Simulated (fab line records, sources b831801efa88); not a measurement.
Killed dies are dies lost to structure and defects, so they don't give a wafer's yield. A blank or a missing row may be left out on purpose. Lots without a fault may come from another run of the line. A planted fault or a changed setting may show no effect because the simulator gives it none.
fab line records | flow sky130
record lots=7 wafers=19 last_day=50
route steps=708 shown VT_ADJUST_LVTN@104 VT_ADJUST_NCORE@119 PAD_OPEN@708
lots that met no fault: from a run of the same line without faults
start_h: hours from the record's first day to the start of the lot's first wafer shown | wait_h: hours since the lot's step before | " the same as in the row above | L1.1+2: a row that stands for several wafers | - no value, or no start given | * or withheld: withheld | < > ~ a bound
route shown NAME@n: a module of which the file shows steps, and the number in the route of the first | usual: mean/standard deviation of fault-free wafers | same: alike in all rows | chamber/n: place in a boat | sites: the reading at each site | _std_site: their standard deviation | _edge_site: outer sites' mean less inner sites' | radius_mm: how far each site lies from the wafer's centre | mask NAME#n: copy n | behind: the tool/chamber that last shaped the wafer | hold: why the lot was held/for how many hours/how that ended | device: the transistor (n, p or np) that didn't switch | end of line: the same wafers' tests at the end of the route | a step without rows: its recipe alone | killed: dies lost to structure and defects at the first sort, not the wafer's yield | map: a wafer's dies, x killed, . not, _ none there
set.NAME: the setting as run; set.NAME@STEP: as run at that earlier step | model.NAME: the simulator's own value behind a step, which no gauge read
lots at some steps of the route; a table a step, a row a wafer
services: from which hour (start_h, from the record's first day; less than 0 if before it) a tool's chamber was out of use, for how many hours, and why
## steps
# step SKY_VT_ADJUST_LVTN_OVL_MEAS_07
# usual VT_ADJUST_LVTN_OVL=0.8/1.2
# columns lot.wafer tool chamber start_h wait_h VT_ADJUST_LVTN_OVL[nm]
L500.2 overlay-01 - 155.85 - 1.5
L500.4 " - " " -0.4
L500.6 " - " " 0.7
L505.1 overlay-01 - 184.79 - 2.7
L505.4 " - " " 1.2
L506.1 overlay-01 - 190.99 - 0.7
L506.3 " - " " 1.1
L506.4 " - " " -1.1
L510.2 overlay-01 - 212.80 - 1.0
L510.4 " - " " -0.6
L515.1 overlay-01 - 245.42 - 0.0
L515.2 " - " " 3.3
L515.4 " - " " 3.5
L520.3 overlay-01 - 275.60 - 1.2
L520.4 " - " " -0.2
L520.6 " - " " 1.5
L521.1 overlay-01 - 284.39 - 3.1
L521.2 " - " " 3.4
L521.5 " - " " 0.3
# step SKY_VT_ADJUST_LVTN_IMPLANT_08
# recipe species=B energy_kev=30 dose_cm2=1.57e+12 tilt_deg=withheld
# step SKY_VT_ADJUST_LVTN_STRIP_09
# recipe chemistry=O2/N2 power_w=1400 pressure_mtorr=1500 platen_temp_c=withheld o2_flow_sccm=3000 n2_flow_sccm=300 overash_fraction=0.5
# usual chamber_pressure_mTorr=1500.2/1.5 drypump_motor_current_A=5.71/0.25 oes_product_au=0.722/0.0047 strip_time_to_endpoint_s=36.94/0.085
# columns lot.wafer tool chamber start_h wait_h chamber_pressure_mTorr drypump_motor_current_A oes_product_au rf_hours_counter_h strip_time_to_endpoint_s
L500.2 plasma_asher-02 1 156.03 0.1 1501.8 5.38 0.725 50 36.95
L500.4 " 0 " " 1501.9 5.76 0.719 - 36.99
L500.6 " 0 " " 1502.1 5.75 0.718 - 36.93
L505.1 plasma_asher-02 1 184.98 0.1 1503.0 5.30 0.725 53 36.97
L505.4 " 1 " " 1501.6 5.32 0.725 - 36.93
L506.1 plasma_asher-04 0 191.18 0.1 1497.9 5.68 0.729 6 36.99
L506.3 " 1 " " 1502.2 5.88 0.729 - 37.00
L506.4 " 0 " " 1499.6 5.70 0.721 - 37.07
L510.2 plasma_asher-02 0 212.98 0.1 1501.4 5.76 0.719 56 36.76
L510.4 " 0 " " 1498.8 5.76 0.724 - 36.89
L515.1 plasma_asher-04 1 245.61 0.1 1501.5 5.83 0.720 11 36.97
L515.2 " 0 " " 1503.7 5.69 0.728 11 36.86
L515.4 " 0 " " 1500.7 5.68 0.718 - 36.90
L520.3 plasma_asher-04 0 275.81 0.1 1498.9 5.70 0.727 - 36.89
L520.4 " 1 " " 1495.6 5.85 0.718 - 36.80
L520.6 " 0 " " 1501.0 5.71 0.720 - 36.87
L521.1 plasma_asher-03 0 284.58 0.1 1498.2 5.97 0.728 47 36.98
L521.2 " 1 " " 1500.2 6.21 0.722 47 37.09
L521.5 " 0 " " 1500.7 5.98 0.727 - 37.00
# step SKY_VT_ADJUST_LVTN_TW_MEAS_10
# usual VT_ADJUST_LVTN_TW=241.6/1.2
# columns lot.wafer tool chamber start_h wait_h VT_ADJUST_LVTN_TW
L500.2 film_metro-01 - 156.14 0.1 240.8
L500.4 " - " " 241.4
L500.6 " - " " 241.4
L505.1 film_metro-03 - 185.08 0.1 242.1
L505.4 " - " " 242.1
L506.1 film_metro-01 - 191.28 0.1 240.4
L506.3 " - " " 242.1
L506.4 " - " " 240.7
L510.2 film_metro-02 - 213.09 0.1 242.3
L510.4 " - " " 242.2
L515.1 film_metro-01 - 245.71 0.1 242.1
L515.2 " - " " 241.2
L515.4 " - " " 241.5
L520.3 film_metro-01 - 275.90 0.1 239.9
L520.4 " - " " 240.7
L520.6 " - " " 240.4
L521.1 film_metro-03 - 284.68 0.1 242.7
L521.2 " - " " 242.5
L521.5 " - " " 243.0
# step SKY_VT_ADJUST_LVTN_DEHYDRATE_11
# recipe temp_c=200 time_s=60
# step SKY_VT_ADJUST_LVTN_HMDS_12
# recipe prime_time_s=60 prime_temp_c=120
# step SKY_VT_ADJUST_LVTN_COAT_13
# recipe resist=NOVOLAK spin_rpm=3000 resist_thk_nm=1140
# step SKY_VT_ADJUST_LVTN_SOFTBAKE_14
# recipe temp_c=90 time_s=60 resist=NOVOLAK
# step SKY_VT_ADJUST_LVTN_EXPOSE_15
# recipe mask_id=HVN_STD_DERIVED na=0.6 source_shape=conventional sigma_outer=0.6 polarization=unpolarized target_cd_nm=600 dose_mj=163
# step SKY_VT_ADJUST_LVTN_PEB_16
# recipe temp_c=withheld time_s=* resist=NOVOLAK
# step SKY_VT_ADJUST_LVTN_DEVELOP_17
# recipe resist=NOVOLAK developer=TMAH develop_time_s=60 dev_temp_c=23
# step SKY_VT_ADJUST_LVTN_OVL_MEAS_18
# usual VT_ADJUST_LVTN_01_OVL=1.4/1.3
# columns lot.wafer tool chamber start_h wait_h VT_ADJUST_LVTN_01_OVL[nm]
L500.2 overlay-01 - 176.00 0.1 2.5
L500.4 " - " " 1.3
L500.6 " - " " 1.9
L505.1 overlay-02 - 204.99 0.1 1.1
L505.4 " - " " 1.0
L506.1 overlay-02 - 210.89 0.1 0.2
L506.3 " - " " 0.0
L506.4 " - " " 1.9
L510.2 overlay-01 - 234.48 0.1 0.8
L510.4 " - " " 3.3
L515.1 overlay-01 - 269.34 0.1 2.7
L515.2 " - " " 2.4
L515.4 " - " " 4.1
L520.3 overlay-02 - 300.59 0.1 -0.1
L520.4 " - " " -0.5
L520.6 " - " " 0.9
L521.1 overlay-02 - 309.72 0.1 2.1
L521.2 " - " " 3.1
L521.5 " - " " 1.2
# step SKY_VT_ADJUST_LVTN_IMPLANT_19
# recipe species=B energy_kev=30 dose_cm2=6.5e+11 tilt_deg=withheld
# usual beam_on_s=10.01/0.2 faraday_current_uA=3.66/0.073
# columns lot.wafer tool chamber start_h wait_h beam_on_s faraday_current_uA
L500.2 implanter-03 0 176.05 0.0 9.95 3.70
L500.4 " 0 " " 9.89 3.71
L500.6 " 0 " " 10.08 3.65
L505.1 implanter-04 0 205.03 0.0 14.36 2.56
L505.4 " 0 " " 13.77 2.66
L506.1 implanter-04 0 210.93 0.0 14.72 2.51
L506.3 " 0 " " 9.76 3.76
L506.4 " 0 " " 14.27 2.57
L510.2 implanter-04 0 234.53 0.0 10.22 3.58
L510.4 " 0 " " 14.08 2.61
L515.1 implanter-01 0 269.38 0.0 9.85 3.74
L515.2 " 0 " " 10.00 3.67
L515.4 " 0 " " 10.00 3.66
L520.3 implanter-01 0 300.66 0.1 10.24 3.60
L520.4 " 0 " " 10.20 3.60
L520.6 " 0 " " 9.85 3.73
L521.1 implanter-04 0 309.76 0.0 9.98 3.66
L521.2 " 0 " " 9.69 3.78
L521.5 " 0 " " 10.17 3.59
# step SKY_VT_ADJUST_LVTN_STRIP_20
# recipe chemistry=O2/N2 power_w=1400 pressure_mtorr=1500 platen_temp_c=withheld o2_flow_sccm=3000 n2_flow_sccm=300 overash_fraction=0.5
# usual chamber_pressure_mTorr=1499.9/1.4 drypump_motor_current_A=5.84/0.29 oes_product_au=0.716/0.004 strip_time_to_endpoint_s=14.19/0.038
# columns lot.wafer tool chamber start_h wait_h chamber_pressure_mTorr drypump_motor_current_A oes_product_au rf_hours_counter_h strip_time_to_endpoint_s
L500.2 plasma_asher-04 0 176.18 0.1 1497.2 5.68 0.723 5 14.16
L500.4 " 0 " " 1499.1 5.69 0.724 - 14.20
L500.6 " 1 " " 1498.2 5.85 0.717 - 14.19
L505.1 plasma_asher-02 1 205.18 0.1 1500.9 5.32 0.718 55 14.18
L505.4 " 0 " " 1501.9 5.78 0.716 - 14.22
L506.1 plasma_asher-02 0 211.08 0.1 1501.8 5.76 0.713 56 14.21
L506.3 " 0 " " 1501.1 5.74 0.721 - 14.21
L506.4 " 1 " " 1497.0 5.34 0.721 - 14.18
L510.2 plasma_asher-03 0 234.66 0.1 1499.6 5.99 0.717 42 14.26
L510.4 " 0 " " 1500.6 5.98 0.714 - 14.24
L515.1 plasma_asher-04 0 269.53 0.1 1500.2 5.70 0.712 14 14.16
L515.2 " 1 " " 1501.6 5.85 0.717 14 14.15
L515.4 " 0 " " 1498.5 5.71 0.718 - 14.20
L520.3 plasma_asher-03 0 300.79 0.1 1499.6 5.96 0.714 - 14.20
L520.4 " 1 " " 1500.9 6.22 0.726 - 14.21
L520.6 " 1 " " 1499.4 6.20 0.719 - 14.18
L521.1 plasma_asher-03 1 309.91 0.1 1498.7 6.23 0.717 49 14.18
L521.2 " 0 " " 1502.0 5.97 0.715 49 14.16
L521.5 " 1 " " 1500.7 6.19 0.710 - 14.18
# step SKY_VT_ADJUST_LVTN_TW_MEAS_21
# usual VT_ADJUST_LVTN_2_TW=188.6/1.4
# columns lot.wafer tool chamber start_h wait_h VT_ADJUST_LVTN_2_TW
L500.2 film_metro-01 - 176.29 0.1 187.7
L500.4 " - " " 187.3
L500.6 " - " " 187.0
L505.1 film_metro-03 - 205.28 0.1 209.9
L505.4 " - " " 210.1
L506.1 film_metro-01 - 211.18 0.1 207.1
L506.3 " - " " 186.8
L506.4 " - " " 204.8
L510.2 film_metro-03 - 234.77 0.1 188.2
L510.4 " - " " 207.6
L515.1 film_metro-02 - 269.63 0.1 186.9
L515.2 " - " " 187.4
L515.4 " - " " 187.7
L520.3 film_metro-02 - 300.88 0.1 190.0
L520.4 " - " " 189.4
L520.6 " - " " 189.8
L521.1 film_metro-03 - 310.01 0.1 190.6
L521.2 " - " " 191.9
L521.5 " - " " 190.1
# step SKY_VT_ADJUST_NCORE_DEHYDRATE_00
# recipe temp_c=200 time_s=60
# step SKY_PAD_OPEN_PROBE_99
# usual killed_at_M0_to_M3=44/7 killed_at_M4_up=3.1/1.8 killed_at_contacts=25/5.1 killed_at_front_end=15/4.3 killed_at_other=0.3/0.61 killed_dies=87/9.8 killed_open=48/7 killed_short=38/6.3
# same gross_dies=492 killed_at_back_side=0
# columns lot.wafer tool chamber start_h wait_h killed_at_M0_to_M3 killed_at_M4_up killed_at_contacts killed_at_front_end killed_at_other killed_dies killed_open killed_short model.etest.res_pwell_under_gate.rs_ohm_sq model.etest.nfet_g5v0d10v5.body_rise_v model.etest.nfet_16v.body_rise_v model.etest.nfet_g5v0d10v5.vt_sat_v model.etest.nfet_g5v0d10v5.vt_v model.etest.nfet_16v.vt_v model.etest.nfet_g5v0d10v5.vt_long_v
L500.2 prober-01 - 1090.05 0.1 46 2 26 16 0 90 55 35 2266 0.6651 0.6655 0.7559 0.8189 0.7616 0.8081
L500.4 prober-01 - 1090.15 0.2 38 3 24 16 1 82 46 36 2269 0.6584 0.6566 0.7532 0.8158 0.7599 0.803
L500.6 prober-01 - 1090.25 0.2 45 2 24 25 0 96 44 52 2270 0.6608 0.6577 0.7581 0.8187 0.7604 0.8027
L505.1 prober-02 - 1114.07 0.1 47 3 22 15 1 88 44 43 2229 0.698 0.6978 0.8029 0.8532 0.7913 0.8319
L505.4 prober-02 - 1114.22 0.2 27 4 27 17 0 75 47 28 2237 0.6975 0.6953 0.7941 0.8457 0.79 0.8296
L506.1 prober-01 - 1122.29 0.1 43 5 21 12 0 81 41 40 2218 0.691 0.6903 0.7873 0.8384 0.7742 0.8174
L506.3 prober-01 - 1122.39 0.2 39 1 30 15 0 85 44 40 2273 0.6474 0.6465 0.7443 0.7979 0.7393 0.7844
L506.4 prober-01 - 1122.44 0.2 49 3 20 22 0 94 44 50 2219 0.6926 0.6935 0.7924 0.8426 0.7781 0.8218
L510.2 prober-01 - 1138.30 0.1 43 6 23 16 0 88 48 39 2290 0.6508 0.6482 0.7601 0.8164 0.753 0.8017
L510.4 prober-01 - 1138.40 0.2 45 2 34 8 0 89 49 39 2234 0.6992 0.6979 0.7964 0.8489 0.7855 0.83
L515.1 prober-02 - 1168.44 0.1 40 1 25 24 1 91 51 40 2274 0.666 0.6634 0.7689 0.827 0.7726 0.819
L515.2 prober-02 - 1168.49 0.1 34 1 36 23 0 94 59 35 2268 0.6689 0.6678 0.7653 0.8256 0.7735 0.8191
L515.4 prober-02 - 1168.59 0.2 46 3 24 20 0 93 60 33 2273 0.6756 0.6746 0.7839 0.8416 0.7888 0.8306
L520.3 prober-01 - 1189.72 0.2 42 3 19 7 0 71 39 32 2305 0.6755 0.6764 0.771 0.8341 0.7813 0.8213
L520.4 prober-01 - 1189.77 0.2 55 2 11 9 0 77 45 32 2296 0.6635 0.6645 0.7565 0.816 0.7673 0.8105
L520.6 prober-01 - 1189.87 0.2 54 9 17 12 0 92 46 46 2316 0.6742 0.669 0.7673 0.8284 0.7798 0.8213
L521.1 prober-02 - 1193.69 0.1 45 1 33 9 1 89 49 40 2276 0.6735 0.6728 0.7782 0.835 0.7836 0.8292
L521.2 prober-02 - 1193.74 0.1 38 1 27 15 1 82 55 26 2274 0.6685 0.6685 0.7848 0.8417 0.7824 0.8263
L521.5 prober-02 - 1193.89 0.2 44 1 25 9 1 80 51 29 2282 0.6694 0.6686 0.7817 0.8361 0.7771 0.8234
# killed by level:class
L500.2 CONTACT:geometric_particle:open=11 LI_CONTACT:geometric_particle:open=10 VIA1:geometric_particle:open=10 FIELD_ISO:geometric_particle:open=5 METAL1:geometric_particle:short=5 VIA2:geometric_particle:short=5 METAL1:geometric_particle:open=4 VIA1:geometric_particle:short=4
L500.4 METAL1:geometric_particle:short=10 CONTACT:geometric_particle:open=10 LI_CONTACT:geometric_particle:open=6 VIA1:geometric_particle:open=5 FIELD_ISO:geometric_particle:open=4 VIA2:geometric_particle:open=4 VIA3:geometric_particle:open=4 POLY_GATE:geometric_particle:short=3
L500.6 VIA1:geometric_particle:open=9 FIELD_ISO:geometric_particle:short=8 METAL2:geometric_particle:short=8 FIELD_ISO:geometric_particle:open=7 CONTACT:geometric_particle:open=6 CONTACT:geometric_particle:short=6 METAL1:geometric_particle:short=6 VIA2:geometric_particle:open=6
L505.1 METAL1:geometric_particle:short=9 VIA2:geometric_particle:open=8 VIA1:geometric_particle:open=8 LI_CONTACT:geometric_particle:open=8 CONTACT:geometric_particle:open=8 METAL2:geometric_particle:short=5 POLY_GATE:geometric_particle:short=4 VIA1:geometric_particle:short=4
L505.4 CONTACT:geometric_particle:open=12 LI_CONTACT:geometric_particle:open=9 VIA1:geometric_particle:short=7 VIA1:geometric_particle:open=7 FIELD_ISO:geometric_particle:open=6 FIELD_ISO:geometric_particle:short=5 LOCAL_INTERCONNECT:geometric_particle:short=4 VIA3:geometric_particle:open=3
L506.1 CONTACT:geometric_particle:open=9 VIA1:geometric_particle:short=7 VIA2:geometric_particle:open=7 LI_CONTACT:geometric_particle:open=6 METAL1:geometric_particle:short=5 METAL3:geometric_particle:short=5 VIA3:geometric_particle:open=5 VIA1:geometric_particle:open=4
L506.3 CONTACT:geometric_particle:open=10 LI_CONTACT:geometric_particle:open=8 VIA1:geometric_particle:open=8 FIELD_ISO:geometric_particle:short=7 LOCAL_INTERCONNECT:geometric_particle:short=7 VIA2:geometric_particle:open=7 VIA3:geometric_particle:open=6 METAL1:geometric_particle:short=5
L506.4 VIA3:geometric_particle:open=11 METAL2:geometric_particle:short=9 VIA2:geometric_particle:open=7 POLY_GATE:geometric_particle:short=6 POLY_GATE:geometric_particle:open=6 CONTACT:geometric_particle:open=6 LOCAL_INTERCONNECT:geometric_particle:short=5 CONTACT:geometric_particle:short=5
L510.2 CONTACT:geometric_particle:open=14 VIA1:geometric_particle:open=10 VIA3:geometric_particle:open=6 METAL1:geometric_particle:short=5 VIA2:geometric_particle:open=5 FIELD_ISO:geometric_particle:short=4 POLY_GATE:geometric_particle:open=4 METAL4:geometric_particle:short=4
L510.4 VIA3:geometric_particle:open=11 CONTACT:geometric_particle:open=10 CONTACT:geometric_particle:short=10 VIA1:geometric_particle:open=9 LI_CONTACT:geometric_particle:open=7 VIA2:geometric_particle:open=6 LOCAL_INTERCONNECT:geometric_particle:short=5 METAL2:geometric_particle:short=5
L515.1 VIA1:geometric_particle:open=10 CONTACT:geometric_particle:open=10 FIELD_ISO:geometric_particle:open=8 FIELD_ISO:geometric_particle:short=8 LI_CONTACT:geometric_particle:open=7 POLY_GATE:geometric_particle:short=5 VIA2:geometric_particle:short=5 METAL1:geometric_particle:short=5
L515.2 CONTACT:geometric_particle:open=13 LI_CONTACT:geometric_particle:open=10 VIA1:geometric_particle:open=8 POLY_GATE:geometric_particle:open=6 CONTACT:geometric_particle:short=6 VIA2:geometric_particle:open=6 POLY_GATE:geometric_particle:short=5 VIA3:geometric_particle:short=5
L515.4 CONTACT:geometric_particle:open=11 VIA1:geometric_particle:open=11 VIA2:geometric_particle:open=9 LI_CONTACT:geometric_particle:open=6 VIA3:geometric_particle:open=5 FIELD_ISO:geometric_particle:open=4 SPACER:geometric_particle:short=4 VIA1:geometric_particle:short=4
L520.3 VIA1:geometric_particle:open=12 LI_CONTACT:geometric_particle:open=10 VIA1:geometric_particle:short=6 VIA3:geometric_particle:open=6 METAL2:geometric_particle:short=5 METAL1:geometric_particle:short=4 VIA3:geometric_particle:short=3 LOCAL_INTERCONNECT:geometric_particle:short=3
L520.4 VIA1:geometric_particle:open=14 VIA3:geometric_particle:open=8 METAL1:geometric_particle:short=7 CONTACT:geometric_particle:open=6 VIA2:geometric_particle:short=6 VIA2:geometric_particle:open=6 VIA1:geometric_particle:short=5 POLY_GATE:geometric_particle:open=3
L520.6 VIA3:geometric_particle:open=11 LI_CONTACT:geometric_particle:open=8 METAL1:geometric_particle:short=8 METAL2:geometric_particle:short=8 VIA2:geometric_particle:open=6 VIA1:geometric_particle:short=6 METAL4:geometric_particle:short=6 VIA1:geometric_particle:open=5
L521.1 VIA1:geometric_particle:open=11 CONTACT:geometric_particle:open=10 LI_CONTACT:geometric_particle:open=8 VIA3:geometric_particle:open=7 LOCAL_INTERCONNECT:geometric_particle:short=6 CONTACT:geometric_particle:short=6 METAL3:geometric_particle:short=5 METAL1:geometric_particle:short=3
L521.2 CONTACT:geometric_particle:open=18 VIA1:geometric_particle:open=8 VIA3:geometric_particle:open=7 FIELD_ISO:geometric_particle:open=6 LI_CONTACT:geometric_particle:open=6 METAL2:geometric_particle:short=5 METAL3:geometric_particle:short=4 METAL1:geometric_particle:short=4
L521.5 VIA1:geometric_particle:open=17 CONTACT:geometric_particle:open=10 LI_CONTACT:geometric_particle:open=6 METAL1:geometric_particle:short=6 VIA2:geometric_particle:open=5 METAL2:geometric_particle:short=5 LOCAL_INTERCONNECT:geometric_particle:open=4 VIA1:geometric_particle:short=4
## services
# columns tool chamber start_h hours kind
implanter-03 - 147.37 5.5 repair
plasma_asher-04 - 164.77 7.4 repair
implanter-03 - 190.62 6.8 repair
plasma_asher-02 - 257.80 2.0 repair
implanter-01 - 282.59 3.3 pm
plasma_asher-02 - 295.26 3.8 repair
## key
first_sign step=SKY_VT_ADJUST_LVTN_IMPLANT_19 reading=beam_on_s direction=up sigmas=21 usual=10.01 struck=14.24
effect step=SKY_VT_ADJUST_LVTN_IMPLANT_19 reading=faraday_current_uA direction=down sigmas=15 usual=3.66 struck=2.58
effect step=SKY_VT_ADJUST_LVTN_TW_MEAS_21 reading=VT_ADJUST_LVTN_2_TW direction=up sigmas=13 usual=188.6 struck=207.9
model_effect step=SKY_PAD_OPEN_PROBE_99 value=etest.res_pwell_under_gate.rs_ohm_sq without=2277 struck=2227
met_at SKY_VT_ADJUST_LVTN_IMPLANT_19
struck_wafers L505.1,L505.4,L506.1,L506.4,L510.4
tester_left_out L505,L506,L510
fault kind=process_parameter_drift tool=implanter-04 chamber=- onset_h=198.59 steps=SKY_VT_ADJUST_LVTN_IMPLANT_19 channel=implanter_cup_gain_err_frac offset=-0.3 shape=step end_h=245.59 scope=struck_wafers_only
# tester_left_out: of these lots the tester's yield and bins aren't shown, on N5 and GAA mostly nor the transistor test; their killed dies are dies lost to structure and defects alone, not to doping, threshold or leakage, so they don't give the yield
